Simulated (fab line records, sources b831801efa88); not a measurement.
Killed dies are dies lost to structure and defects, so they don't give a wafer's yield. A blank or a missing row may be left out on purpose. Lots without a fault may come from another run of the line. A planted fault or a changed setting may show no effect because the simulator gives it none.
fab line records | flow gf180mcu | part 1 of 2: steps 1 to 28 of 37
record lots=5 wafers=15 last_day=33
route steps=602 shown DUAL_GATE@142 POLY_GATE@157 HV_LDD@176
lots that met no fault: from a run of the same line without faults
start_h: hours from the record's first day to the start of the lot's first wafer shown | wait_h: hours since the lot's step before | " the same as in the row above | L1.1+2: a row that stands for several wafers | - no value, or no start given | * or withheld: withheld | < > ~ a bound
route shown NAME@n: a module of which the file shows steps, and the number in the route of the first | usual: mean/standard deviation of fault-free wafers | same: alike in all rows | chamber/n: place in a boat | sites: the reading at each site | _std_site: their standard deviation | _edge_site: outer sites' mean less inner sites' | radius_mm: how far each site lies from the wafer's centre | mask NAME#n: copy n | behind: the tool/chamber that last shaped the wafer | hold: why the lot was held/for how many hours/how that ended | device: the transistor (n, p or np) that didn't switch | end of line: the same wafers' tests at the end of the route | a step without rows: its recipe alone | killed: dies lost to structure and defects at the first sort, not the wafer's yield | map: a wafer's dies, x killed, . not, _ none there
set.NAME: the setting as run; set.NAME@STEP: as run at that earlier step | model.NAME: the simulator's own value behind a step, which no gauge read
lots at some steps of the route; a table a step, a row a wafer
services: from which hour (start_h, from the record's first day; less than 0 if before it) a tool's chamber was out of use, for how many hours, and why
## steps
# step GF_DUAL_GATE_CLEAN_01
# recipe chemistry=dHF time_s=20 dilution=100:1 dry=ipa_marangoni
# columns lot.wafer tool chamber start_h wait_h
L081.1+2+6 wet_bench-02 3 202.39 0.0
L083.1+3+6 wet_bench-02 2 221.78 0.0
L085.4+5+6 wet_bench-03 0 232.12 0.0
L088.1+2+6 wet_bench-03 3 250.46 0.0
L092.2+4+6 wet_bench-04 3 278.40 0.0
# step GF_DUAL_GATE_OXIDATION_02
# recipe temp_c=900 ambient=O2 stabilise_s=600 purge_s=300 target_thk_a=108.87 ox_time_s=1602
# usual spike_tc_centre_C=900.6/0.94 spike_tc_top_C=911.2/1.5 tube_center_temp_C=900/0.087 zone_power_top_pct=30.3/2.3
# columns lot.wafer tool chamber start_h wait_h spike_tc_centre_C spike_tc_top_C tube_center_temp_C zone_power_top_pct
L081.1 furnace-02 0 203.66 1.2 901.9 912.8 900.04 32.2
L081.2 " 0 " " 899.3 912.2 899.95 32.4
L081.6 " 0 " " 902.2 913.9 900.09 32.0
L083.1 furnace-02 0 221.79 0.0 899.9 912.1 899.86 32.3
L083.3 " 0 " " 900.6 910.5 899.83 32.3
L083.6 " 0 " " 900.9 912.9 900.15 32.2
L085.4 furnace-02 0 232.35 0.2 901.8 911.6 899.93 32.4
L085.5 " 0 " " 900.6 913.1 900 32.5
L085.6 " 0 " " 900.6 911.9 899.94 32.7
L088.1 furnace-01 0 250.93 0.5 900.6 910.2 899.98 27.9
L088.2 " 0 " " 900.0 911.3 899.95 27.4
L088.6 " 0 " " 899.1 909.5 900 28.5
L092.2 furnace-01 0 281.41 3.0 898.7 910.4 899.89 27.5
L092.4 " 0 " " 901.9 910.6 899.84 28.5
L092.6 " 0 " " 900.4 908.3 900.11 28.0
# step GF_DUAL_GATE_THK_MEAS_03
# recipe reads=SiO2_of_DUAL_GATE_OXIDATION_02
# usual DUAL_GATE_OXIDATION_00_THK=10.95/0.22
# columns lot.wafer tool chamber start_h wait_h DUAL_GATE_OXIDATION_00_THK[nm]
L081.1 film_metro-01 - 205.12 0.0 10.85
L081.2 " - " " 10.92
L081.6 " - " " 10.84
L083.1 film_metro-03 - 223.24 0.0 11.28
L083.3 " - " " 11.13
L083.6 " - " " 11.00
L085.4 film_metro-01 - 233.83 0.0 10.69
L085.5 " - " " 10.65
L085.6 " - " " 10.74
L088.1 film_metro-03 - 252.38 0.0 11.25
L088.2 " - " " 11.33
L088.6 " - " " 11.31
L092.2 film_metro-01 - 282.86 0.0 10.90
L092.4 " - " " 10.73
L092.6 " - " " 10.57
# step GF_DUAL_GATE_DEHYDRATE_04
# recipe temp_c=200 time_s=60
# usual plate_temp_C=200.01/0.18
# columns lot.wafer tool chamber start_h wait_h plate_temp_C
L081.1 litho_track-02 0 212.96 7.8 199.69
L081.2 " 0 " " 199.64
L081.6 " 0 " " 199.71
L083.1 litho_track-02 0 231.01 7.8 199.92
L083.3 " 0 " " 199.82
L083.6 " 0 " " 200.15
L085.4 litho_track-01 0 242.21 8.4 200.04
L085.5 " 0 " " 199.93
L085.6 " 0 " " 200.25
L088.1 litho_track-02 0 260.61 8.2 200.17
L088.2 " 0 " " 200.28
L088.6 " 0 " " 200.21
L092.2 litho_track-01 0 292.01 9.1 199.99
L092.4 " 0 " " 199.95
L092.6 " 0 " " 199.98
# step GF_DUAL_GATE_HMDS_05
# recipe prime_time_s=60 prime_temp_c=120
# columns lot.wafer tool chamber start_h wait_h
L081.1+2+6 litho_track-02 0 213.11 0.1
L083.1+3+6 litho_track-02 0 231.16 0.1
L085.4+5+6 litho_track-01 0 242.36 0.1
L088.1+2+6 litho_track-02 0 260.76 0.1
L092.2+4+6 litho_track-01 0 292.16 0.1
# step GF_DUAL_GATE_COAT_06
# recipe resist=NOVOLAK spin_rpm=3000 resist_thk_nm=1000
# columns lot.wafer tool chamber start_h wait_h
L081.1+2+6 litho_track-02 0 213.26 0.1
L083.1+3+6 litho_track-02 0 231.31 0.1
L085.4+5+6 litho_track-01 0 242.51 0.1
L088.1+2+6 litho_track-02 0 260.91 0.1
L092.2+4+6 litho_track-01 0 292.31 0.1
# step GF_DUAL_GATE_SOFTBAKE_07
# recipe temp_c=90 time_s=60 resist=NOVOLAK
# usual plate_temp_C=90.01/0.13
# columns lot.wafer tool chamber start_h wait_h plate_temp_C
L081.1 litho_track-02 0 213.41 0.1 89.98
L081.2 " 0 " " 90.13
L081.6 " 0 " " 89.86
L083.1 litho_track-02 0 231.46 0.1 89.71
L083.3 " 0 " " 89.84
L083.6 " 0 " " 89.89
L085.4 litho_track-01 0 242.66 0.1 90.15
L085.5 " 0 " " 89.99
L085.6 " 0 " " 90.01
L088.1 litho_track-02 0 261.06 0.1 90.19
L088.2 " 0 " " 89.80
L088.6 " 0 " " 89.92
L092.2 litho_track-01 0 292.46 0.1 89.88
L092.4 " 0 " " 90.20
L092.6 " 0 " " 90.08
# step GF_DUAL_GATE_EXPOSE_08
# recipe mask_id=Dualgate target_cd_nm=700 na=0.6 source_shape=conventional sigma_outer=0.6 dose_mj=140
# columns lot.wafer tool chamber start_h wait_h mask
L081.1+2+6 iline_stepper-02 0 - - Dualgate#0
L083.1+3+6 iline_stepper-02 0 - - Dualgate#0
L085.4+5+6 iline_stepper-01 0 - - Dualgate#0
L088.1+2+6 iline_stepper-01 0 - - Dualgate#0
L092.2+4+6 iline_stepper-01 0 - - Dualgate#0
# step GF_DUAL_GATE_PEB_09
# recipe temp_c=withheld time_s=* resist=NOVOLAK
# columns lot.wafer tool chamber start_h wait_h
L081.1+2+6 litho_track-03 0 - -
L083.1+3+6 litho_track-02 0 - -
L085.4+5+6 litho_track-01 0 - -
L088.1+2+6 litho_track-01 0 - -
L092.2+4+6 litho_track-01 0 - -
# step GF_DUAL_GATE_DEVELOP_10
# recipe develop_time_s=60 dev_temp_c=23
# columns lot.wafer tool chamber start_h wait_h
L081.1+2+6 litho_track-03 0 221.78 0.1
L083.1+3+6 litho_track-02 0 240.16 0.1
L085.4+5+6 litho_track-01 0 251.56 0.1
L088.1+2+6 litho_track-01 0 270.28 0.1
L092.2+4+6 litho_track-01 0 302.46 0.1
# step GF_DUAL_GATE_OVL_MEAS_11
# usual DUAL_GATE_OVL=-0.4/1.4
# columns lot.wafer tool chamber start_h wait_h DUAL_GATE_OVL[nm]
L081.1 overlay-02 - 221.93 0.1 -0.4
L081.2 " - " " -1.8
L081.6 " - " " -0.9
L083.1 overlay-01 - 240.31 0.1 -0.6
L083.3 " - " " -2.3
L083.6 " - " " -1.3
L085.4 overlay-01 - 251.65 0.1 0.3
L085.5 " - " " 0.1
L085.6 " - " " 0.6
L088.1 overlay-01 - 270.43 0.1 -3.5
L088.2 " - " " -2.3
L088.6 " - " " -3.6
L092.2 overlay-02 - 302.59 0.1 -2.8
L092.4 " - " " -1.4
L092.6 " - " " -3.4
# step GF_DUAL_GATE_WET_ETCH_12
# recipe chemistry=dHF target_depth_nm=13 dry=n2_spin target=SiO2 temp_c=25 dilution=100:1 time_s=260
# columns lot.wafer tool chamber start_h wait_h
L081.1+2+6 wet_bench-03 2 221.96 0.0
L083.1+3+6 wet_bench-03 3 240.35 0.0
L085.4+5+6 wet_bench-03 1 251.67 0.0
L088.1+2+6 wet_bench-03 3 270.47 0.0
L092.2+4+6 wet_bench-03 3 302.62 0.0
# step GF_DUAL_GATE_STRIP_13
# recipe chemistry=O2/N2 power_w=1400 pressure_mtorr=1500 platen_temp_c=250 o2_flow_sccm=3000 n2_flow_sccm=300 overash_fraction=0.5
# usual chamber_pressure_mTorr=1500.0/1.4 drypump_motor_current_A=5.5/0.73 heater_power_w=289/23 o2_flow_sccm=3000/10 oes_product_au=0.716/0.0041 strip_time_to_endpoint_s=12.63/0.032
# columns lot.wafer tool chamber start_h wait_h chamber_pressure_mTorr drypump_motor_current_A heater_power_w o2_flow_sccm oes_product_au rf_hours_counter_h strip_time_to_endpoint_s
L081.1 plasma_asher-02 0 222.12 0.0 1498.2 4.8 302 2993 0.715 11 12.63
L081.2 " 1 " " 1502.9 6.6 264 3000 0.712 11 12.61
L081.6 " 0 " " 1500.4 4.9 306 2986 0.713 - 12.60
L083.1 plasma_asher-04 1 240.43 0.0 1498.7 5.1 259 3008 0.714 59 12.67
L083.3 " 1 " " 1499.8 5.1 254 3005 0.712 - 12.61
L083.6 " 0 " " 1502.1 4.7 324 3006 0.719 - 12.65
L085.4 plasma_asher-03 1 251.79 0.0 1499.3 5.7 309 3018 0.719 - 12.62
L085.5 " 1 " " 1499.1 5.8 305 3008 0.709 - 12.60
L085.6 " 0 " " 1500.0 6.1 287 3009 0.716 - 12.63
L088.1 plasma_asher-02 0 270.55 0.0 1497.2 4.8 300 3002 0.723 15 12.62
L088.2 " 1 " " 1500.5 6.6 265 2996 0.712 15 12.64
L088.6 " 1 " " 1497.8 6.6 263 3010 0.725 - 12.63
L092.2 plasma_asher-04 0 302.70 0.0 1499.0 4.7 317 2989 0.721 65 12.61
L092.4 " 0 " " 1497.6 4.7 310 3000 0.713 - 12.59
L092.6 " 0 " " 1502.7 4.7 316 2985 0.721 - 12.62
# step GF_DUAL_GATE_CLEAN_14
# recipe chemistry=SC1/SC2 mix=1:4:20 temp_c=70 time_s=150 dry=n2_spin
# columns lot.wafer tool chamber start_h wait_h
L081.1+2+6 wet_bench-02 2 222.22 0.1
L083.1+3+6 wet_bench-04 2 240.53 0.1
L085.4+5+6 wet_bench-03 2 251.87 0.1
L088.1+2+6 wet_bench-03 0 270.65 0.1
L092.2+4+6 wet_bench-03 2 302.80 0.1
# step GF_DUAL_GATE_OXIDATION_15
# recipe temp_c=850 ambient=O2 stabilise_s=600 purge_s=300 target_thk_a=70.98 ox_time_s=1995
# usual spike_tc_centre_C=850.7/1 spike_tc_top_C=862.3/1.7 tube_center_temp_C=850/0.08 zone_power_top_pct=28.1/2.1
# columns lot.wafer tool chamber start_h wait_h spike_tc_centre_C spike_tc_top_C tube_center_temp_C zone_power_top_pct
L081.1 furnace-02 0 223.24 1.0 849.2 862.8 850.05 30.1
L081.2 " 0 " " 849.8 863.2 850.1 29.6
L081.6 " 0 " " 850.0 863.4 850.07 29.7
L083.1 furnace-02 0 241.51 0.9 850.8 862.7 849.98 29.8
L083.3 " 0 " " 849.5 863.7 850.04 29.1
L083.6 " 0 " " 850.9 864.2 849.94 30.1
L085.4 furnace-02 0 251.93 0.0 850.7 865.0 849.99 30.0
L085.5 " 0 " " 851.5 863.8 850.21 29.6
L085.6 " 0 " " 851.5 862.2 850.1 29.9
L088.1 furnace-02 0 271.51 0.8 850.4 864.9 849.97 30.0
L088.2 " 0 " " 848.9 863.1 850.11 30.1
L088.6 " 0 " " 851.1 863.0 849.87 29.5
L092.2 furnace-01 0 302.85 0.0 848.4 859.1 850.07 25.3
L092.4 " 0 " " 850.5 861.7 850.03 25.3
L092.6 " 0 " " 852.6 860.0 850.03 25.5
# step GF_POLY_GATE_CVD_00
# recipe material=poly-Si target_thk_nm=200 temp_c=620 time_s=1200 pressure_mtorr=200
# usual spike_tc_centre_C=620.9/1.4 spike_tc_top_C=637.0/2.8 zone_power_top_pct=20.0/1.7
# columns lot.wafer tool chamber start_h wait_h spike_tc_centre_C spike_tc_top_C zone_power_top_pct
L081.1 lpcvd-02 1 224.79 0.0 622.9 634.8 17.9
L081.2 " 1 " " 620.6 634.0 18.1
L081.6 " 1 " " 622.4 635.0 18.0
L083.1 lpcvd-02 0 243.07 0.0 622.1 639.5 18.9
L083.3 " 0 " " 622.4 641.0 19.1
L083.6 " 0 " " 623.2 640.0 18.9
L085.4 lpcvd-02 1 253.98 0.5 622.1 636.6 18.1
L085.5 " 1 " " 620.8 635.3 18.2
L085.6 " 1 " " 620.9 636.8 18.3
L088.1 lpcvd-01 0 273.85 0.8 620.3 634.2 21.9
L088.2 " 0 " " 618.5 632.9 21.9
L088.6 " 0 " " 620.9 632.2 21.9
L092.2 lpcvd-02 0 304.40 0.0 622.9 639.5 19.0
L092.4 " 0 " " 621.2 640.1 19.0
L092.6 " 0 " " 620.3 639.5 19.3
# step GF_POLY_GATE_THK_MEAS_01
# recipe reads=poly-Si_of_POLY_GATE_CVD_00
# usual POLY_GATE_CVD_00_THK=200.2/2.3
# columns lot.wafer tool chamber start_h wait_h POLY_GATE_CVD_00_THK[nm]
L081.1 film_metro-02 - 226.13 0.0 199.9
L081.2 " - " " 200.1
L081.6 " - " " 201.3
L083.1 film_metro-02 - 244.40 0.0 198.1
L083.3 " - " " 197.8
L083.6 " - " " 199.1
L085.4 film_metro-01 - 256.01 0.0 202.6
L085.5 " - " " 203.1
L085.6 " - " " 203.7
L088.1 film_metro-02 - 275.18 0.0 197.7
L088.2 " - " " 197.4
L088.6 " - " " 196.5
L092.2 film_metro-02 - 305.75 0.0 202.5
L092.4 " - " " 203.1
L092.6 " - " " 203.6
# step GF_POLY_GATE_DEHYDRATE_02
# recipe temp_c=200 time_s=60
# usual plate_temp_C=200.00/0.17
# columns lot.wafer tool chamber start_h wait_h plate_temp_C
L081.1 litho_track-04 0 234.31 8.2 199.91
L081.2 " 0 " " 200.11
L081.6 " 0 " " 200.09
L083.1 litho_track-02 0 253.01 8.6 199.99
L083.3 " 0 " " 199.96
L083.6 " 0 " " 200.03
L085.4 litho_track-01 0 264.71 8.7 199.68
L085.5 " 0 " " 200.03
L085.6 " 0 " " 199.76
L088.1 litho_track-01 0 284.08 8.9 199.95
L088.2 " 0 " " 200.04
L088.6 " 0 " " 199.96
L092.2 litho_track-04 0 314.98 9.2 199.98
L092.4 " 0 " " 200.23
L092.6 " 0 " " 200.05
# step GF_POLY_GATE_HMDS_03
# recipe prime_time_s=60 prime_temp_c=120
# columns lot.wafer tool chamber start_h wait_h
L081.1+2+6 litho_track-04 0 234.46 0.1
L083.1+3+6 litho_track-02 0 253.16 0.1
L085.4+5+6 litho_track-01 0 264.86 0.1
L088.1+2+6 litho_track-01 0 284.23 0.1
L092.2+4+6 litho_track-04 0 315.13 0.1
# step GF_POLY_GATE_COAT_04
# recipe resist=BARC temp_c=withheld time_s=withheld spin_rpm=withheld resist_thk_nm=withheld
# columns lot.wafer tool chamber start_h wait_h
L081.1+2+6 litho_track-04 0 234.61 0.1
L083.1+3+6 litho_track-02 0 253.31 0.1
L085.4+5+6 litho_track-01 0 265.01 0.1
L088.1+2+6 litho_track-01 0 284.38 0.1
L092.2+4+6 litho_track-04 0 315.28 0.1
# step GF_POLY_GATE_COAT_05
# recipe resist=KrF spin_rpm=withheld resist_thk_nm=700
# columns lot.wafer tool chamber start_h wait_h
L081.1+2+6 litho_track-04 0 - -
L083.1+3+6 litho_track-02 0 - -
L085.4+5+6 litho_track-01 0 - -
L088.1+2+6 litho_track-01 0 - -
L092.2+4+6 litho_track-04 0 - -
# step GF_POLY_GATE_SOFTBAKE_06
# recipe temp_c=130 time_s=60 resist=KrF
# usual plate_temp_C=130.00/0.15
# columns lot.wafer tool chamber start_h wait_h plate_temp_C
L081.1 litho_track-04 0 - - 129.98
L081.2 " 0 " " 130.01
L081.6 " 0 " " 130.14
L083.1 litho_track-02 0 - - 129.96
L083.3 " 0 " " 130.08
L083.6 " 0 " " 130.03
L085.4 litho_track-01 0 - - 130.21
L085.5 " 0 " " 130.08
L085.6 " 0 " " 130.25
L088.1 litho_track-01 0 - - 129.68
L088.2 " 0 " " 129.74
L088.6 " 0 " " 129.88
L092.2 litho_track-04 0 - - 130.04
L092.4 " 0 " " 129.81
L092.6 " 0 " " 129.95
# step GF_POLY_GATE_EXPOSE_07
# recipe mask_id=Poly2 target_cd_nm=280 na=0.68 source_shape=conventional sigma_outer=0.6 dose_mj=28
# columns lot.wafer tool chamber start_h wait_h mask
L081.1+2+6 krf_scanner-02 0 - - Poly2#0
L083.1+3+6 krf_scanner-01 0 - - Poly2#0
L085.4+5+6 krf_scanner-02 0 - - Poly2#0
L088.1+2+6 krf_scanner-02 0 - - Poly2#0
L092.2+4+6 krf_scanner-02 0 - - Poly2#0
# step GF_POLY_GATE_PEB_08
# recipe peb_temp_c=135 peb_time_s=90 resist=KrF
# usual plate_temp_C=134.99/0.16
# columns lot.wafer tool chamber start_h wait_h plate_temp_C
L081.1 litho_track-01 0 - - 135.05
L081.2 " 0 " " 134.84
L081.6 " 0 " " 135.31
L083.1 litho_track-02 0 - - 134.88
L083.3 " 0 " " 134.81
L083.6 " 0 " " 135.10
L085.4 litho_track-04 0 - - 134.91
L085.5 " 0 " " 134.92
L085.6 " 0 " " 135.05
L088.1 litho_track-01 0 - - 134.98
L088.2 " 0 " " 134.97
L088.6 " 0 " " 135.19
L092.2 litho_track-01 0 - - 134.87
L092.4 " 0 " " 134.92
L092.6 " 0 " " 135.06
# step GF_POLY_GATE_DEVELOP_09
# recipe develop_time_s=60 resist=KrF dev_temp_c=21
# columns lot.wafer tool chamber start_h wait_h
L081.1+2+6 litho_track-01 0 243.93 0.2
L083.1+3+6 litho_track-02 0 262.41 0.2
L085.4+5+6 litho_track-04 0 275.03 0.1
L088.1+2+6 litho_track-01 0 293.73 0.2
L092.2+4+6 litho_track-01 0 325.91 0.2
# step GF_POLY_GATE_CD_MEAS_10
# recipe target_cd_nm=280
# usual cd_nm=279.7/1.3
# columns lot.wafer tool chamber start_h wait_h cd_nm
L081.1 cd_sem-02 - 244.08 0.1 279.2
L081.2 " - " " 278.6
L081.6 " - " " 278.9
L083.1 cd_sem-02 - 262.56 0.1 279.1
L083.3 " - " " 278.1
L083.6 " - " " 278.8
L085.4 cd_sem-01 - 275.17 0.1 280.7
L085.5 " - " " 282.1
L085.6 " - " " 281.6
L088.1 cd_sem-02 - 293.88 0.1 276.7
L088.2 " - " " 278.4
L088.6 " - " " 278.2
L092.2 cd_sem-02 - 326.05 0.1 280.0
L092.4 " - " " 281.0
L092.6 " - " " 279.6
# step GF_POLY_GATE_OVL_MEAS_11
# usual POLY_GATE_OVL=1/5.7
# columns lot.wafer tool chamber start_h wait_h POLY_GATE_OVL[nm]
L081.1 overlay-01 - 244.20 0.1 3
L081.2 " - " " 4
L081.6 " - " " 1
L083.1 overlay-02 - 262.68 0.1 5
L083.3 " - " " 5
L083.6 " - " " -1
L085.4 overlay-01 - 275.25 0.1 -6
L085.5 " - " " -5
L085.6 " - " " -1
L088.1 overlay-02 - 294.00 0.1 -3
L088.2 " - " " -1
L088.6 " - " " 3
L092.2 overlay-02 - 326.16 0.1 0
L092.4 " - " " -9
L092.6 " - " " -4
# step GF_POLY_GATE_ETCH_12
# recipe chemistry=N2/H2 target_depth_a=withheld overetch_a=withheld time_s=withheld target=BARC ion_energy_ev=200 source_w=500 bias_w=100 pressure_mtorr=30 n2_flow_sccm=100 h2_flow_sccm=200
# usual chamber_pressure_mTorr=30.000/0.029 drypump_motor_current_A=5.9/0.48 h2_flow_sccm=200.0/0.66 oes_product_au=0.735/0.0047 throttle_valve_pct=13.214/0.0087
# columns lot.wafer tool chamber start_h wait_h chamber_pressure_mTorr drypump_motor_current_A h2_flow_sccm oes_product_au throttle_valve_pct
L081.1 rie_diel-04 2 244.24 0.0 30.009 5.8 199.5 0.736 13.203
L081.2 " 3 " " 30.035 6.3 199.9 0.735 13.220
L081.6 " 0 " " 30.002 6.5 200.1 0.733 13.230
L083.1 rie_diel-03 1 262.72 0.0 30.029 4.8 200.3 0.744 13.215
L083.3 " 0 " " 30.018 6.6 200.1 0.730 13.209
L083.6 " 1 " " 29.998 4.8 199.1 0.733 13.221
L085.4 rie_diel-04 3 275.26 0.0 29.978 6.3 199.8 0.743 13.203
L085.5 " 1 " " 30.025 5.9 200.0 0.732 13.212
L085.6 " 2 " " 29.952 5.7 201.2 0.732 13.225
L088.1 rie_diel-03 2 294.04 0.0 30.042 5.5 199.5 0.732 13.199
L088.2 " 0 " " 30.011 6.6 200.4 0.733 13.216
L088.6 " 1 " " 29.987 4.8 200.3 0.736 13.218
L092.2 rie_diel-01 1 326.19 0.0 30.020 5.5 200.1 0.733 13.220
L092.4 " 3 " " 29.972 5.6 200.0 0.732 13.216
L092.6 " 0 " " 29.974 5.8 199.3 0.739 13.225
